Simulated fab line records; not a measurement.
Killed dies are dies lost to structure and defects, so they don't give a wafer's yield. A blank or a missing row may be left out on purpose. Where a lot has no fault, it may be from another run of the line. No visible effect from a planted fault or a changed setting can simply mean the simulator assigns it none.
Check for tools in common || flow sky130 || 45 wafers sampled across 13 lots

== WHAT PROMPTED THE OPENING ==
At SKY_SONOS_TUNNEL_OVL_MEAS_08 the reading SONOS_TUNNEL_OVL is flagged on 2 of 13 lots. No-fault wafers: 0.0 nm, standard deviation 1.6.
Rule: a lot is flagged in two cases, either no wafer of it has a number, or all its wafers with numbers fall more than 4 standard deviations from that mean. All remaining lots are regarded as sound.

{"lot": "L710", "measured": "day 11 14:07", "on": "overlay-01", "SONOS_TUNNEL_OVL (nm), wafer by wafer": "1.2 -0.7 0.1", "flag": ""}
{"lot": "L711", "measured": "day 12 00:34", "on": "overlay-01", "SONOS_TUNNEL_OVL (nm), wafer by wafer": "-0.6 -0.5 -2.3", "flag": ""}
{"lot": "L713", "measured": "day 12 11:22", "on": "overlay-01", "SONOS_TUNNEL_OVL (nm), wafer by wafer": "-1.0 0.3 -1.1", "flag": ""}
{"lot": "L715", "measured": "day 13 02:43", "on": "overlay-02", "SONOS_TUNNEL_OVL (nm), wafer by wafer": "-0.5 -0.1 0.4", "flag": ""}
{"lot": "L716", "measured": "day 13 12:49", "on": "overlay-02", "SONOS_TUNNEL_OVL (nm), wafer by wafer": "-2.3 -1.5 -1.4", "flag": ""}
{"lot": "L717", "measured": "day 13 18:37", "on": "overlay-02", "SONOS_TUNNEL_OVL (nm), wafer by wafer": "0.7 -0.1 0.1", "flag": ""}
{"lot": "L718", "measured": "day 14 03:50", "on": "overlay-02", "SONOS_TUNNEL_OVL (nm), wafer by wafer": "-0.8 -1.5 -0.2", "flag": ""}
{"lot": "L719", "measured": "day 14 13:14", "on": "overlay-02", "SONOS_TUNNEL_OVL (nm), wafer by wafer": "-2.1 0.3 -0.4", "flag": ""}
{"lot": "L720", "measured": "day 14 15:22", "on": "overlay-01", "SONOS_TUNNEL_OVL (nm), wafer by wafer": "2.7 0.8 0.7", "flag": ""}
{"lot": "L722", "measured": "day 15 09:34", "on": "overlay-01", "SONOS_TUNNEL_OVL (nm), wafer by wafer": "1.1 3.3 2.4", "flag": ""}
{"lot": "L723", "measured": "day 15 18:56", "on": "overlay-01", "SONOS_TUNNEL_OVL (nm), wafer by wafer": "-0.8 -0.2 -0.5", "flag": ""}
{"lot": "L726", "measured": "day 17 00:19", "on": "overlay-01", "SONOS_TUNNEL_OVL (nm), wafer by wafer": "268.2 264.6 266.1 267.5 264.1 265.7", "flag": "FLAGGED"}
{"lot": "L727", "measured": "day 17 02:01", "on": "overlay-01", "SONOS_TUNNEL_OVL (nm), wafer by wafer": "266.8 266.6 265.6 266.4 266.4 265.3", "flag": "FLAGGED"}
The numbers of the flagged lots are 266.1 nm on average: +266.1 nm against the usual, or +99 or more standard deviations.

== WHICH TOOL EACH LOT WENT THROUGH ==
The record holds 1 process step before the reading, out of a route of 708 steps. Read each cell as the tool, then ch plus the chambers that the sampled wafers visited, then the start.
{"lot": "L710", "flag": "", "SKY_SONOS_TUNNEL_EXPOSE_04": "iline stepper-02 ch 0, day 11 02:17"}
{"lot": "L711", "flag": "", "SKY_SONOS_TUNNEL_EXPOSE_04": "iline stepper-02 ch 0, day 11 12:35"}
{"lot": "L713", "flag": "", "SKY_SONOS_TUNNEL_EXPOSE_04": "iline stepper-02 ch 0, day 11 23:21"}
{"lot": "L715", "flag": "", "SKY_SONOS_TUNNEL_EXPOSE_04": "iline stepper-01 ch 0, day 12 14:40"}
{"lot": "L716", "flag": "", "SKY_SONOS_TUNNEL_EXPOSE_04": "iline stepper-02 ch 0, day 13 00:47"}
{"lot": "L717", "flag": "", "SKY_SONOS_TUNNEL_EXPOSE_04": "iline stepper-02 ch 0, day 13 05:44"}
{"lot": "L718", "flag": "", "SKY_SONOS_TUNNEL_EXPOSE_04": "iline stepper-02 ch 0, day 13 15:07"}
{"lot": "L719", "flag": "", "SKY_SONOS_TUNNEL_EXPOSE_04": "iline stepper-02 ch 0, day 14 00:55"}
{"lot": "L720", "flag": "", "SKY_SONOS_TUNNEL_EXPOSE_04": "iline stepper-01 ch 0, day 14 03:02"}
{"lot": "L722", "flag": "", "SKY_SONOS_TUNNEL_EXPOSE_04": "iline stepper-01 ch 0, day 14 19:53"}
{"lot": "L723", "flag": "", "SKY_SONOS_TUNNEL_EXPOSE_04": "iline stepper-01 ch 0, day 15 05:09"}
{"lot": "L726", "flag": "FLAGGED", "SKY_SONOS_TUNNEL_EXPOSE_04": "iline stepper-01 ch 0, day 16 10:33"}
{"lot": "L727", "flag": "FLAGGED", "SKY_SONOS_TUNNEL_EXPOSE_04": "iline stepper-01 ch 0, day 16 12:29"}
What is done by these steps:
- SKY_SONOS_TUNNEL_EXPOSE_04: exposes mask TUNM, target cd 410 nm.
- SKY_SONOS_TUNNEL_OVL_MEAS_08

== FLAGGED OVER TOTAL, TOOL BY TOOL (the gauges that took the reading come last) ==
{"step": "SKY_SONOS_TUNNEL_EXPOSE_04", "tool": "iline stepper-01", "lots run": 6, "flagged": 2, "share of the flagged lots": "all", "sound lots run after its first flagged lot": 0}
{"step": "SKY_SONOS_TUNNEL_EXPOSE_04", "tool": "iline stepper-02", "lots run": 7, "flagged": 0, "share of the flagged lots": "none", "sound lots run after its first flagged lot": "-"}
{"step": "SKY_SONOS_TUNNEL_OVL_MEAS_08", "tool": "overlay-01", "lots run": 8, "flagged": 2, "share of the flagged lots": "all", "sound lots run after its first flagged lot": 0}
{"step": "SKY_SONOS_TUNNEL_OVL_MEAS_08", "tool": "overlay-02", "lots run": 5, "flagged": 0, "share of the flagged lots": "none", "sound lots run after its first flagged lot": "-"}

== THE TABLE: WHAT IT ALLOWS ==
In 2 table rows, all flagged lots were run: iline stepper-01 (SKY_SONOS_TUNNEL_EXPOSE_04), overlay-01 (SKY_SONOS_TUNNEL_OVL_MEAS_08).
- iline stepper-01 at SKY_SONOS_TUNNEL_EXPOSE_04: 2 of its 6 lots flagged. Its last sound lot is L723 (day 15 05:09), its first flagged lot L726 (day 16 10:33): a fault that began between those two fits.
- overlay-01 at SKY_SONOS_TUNNEL_OVL_MEAS_08: 2 of its 8 lots flagged. Its last sound lot is L723 (day 15 18:56), its first flagged lot L726 (day 17 00:19): a fault that began between those two fits.
Counting lots can't tell these 2 tools apart, because each fits a fault that began at some hour. More lots, or a look at what each step does to the wafer, might.

== WHAT WAS PUT IN BY THE SIMULATOR ==
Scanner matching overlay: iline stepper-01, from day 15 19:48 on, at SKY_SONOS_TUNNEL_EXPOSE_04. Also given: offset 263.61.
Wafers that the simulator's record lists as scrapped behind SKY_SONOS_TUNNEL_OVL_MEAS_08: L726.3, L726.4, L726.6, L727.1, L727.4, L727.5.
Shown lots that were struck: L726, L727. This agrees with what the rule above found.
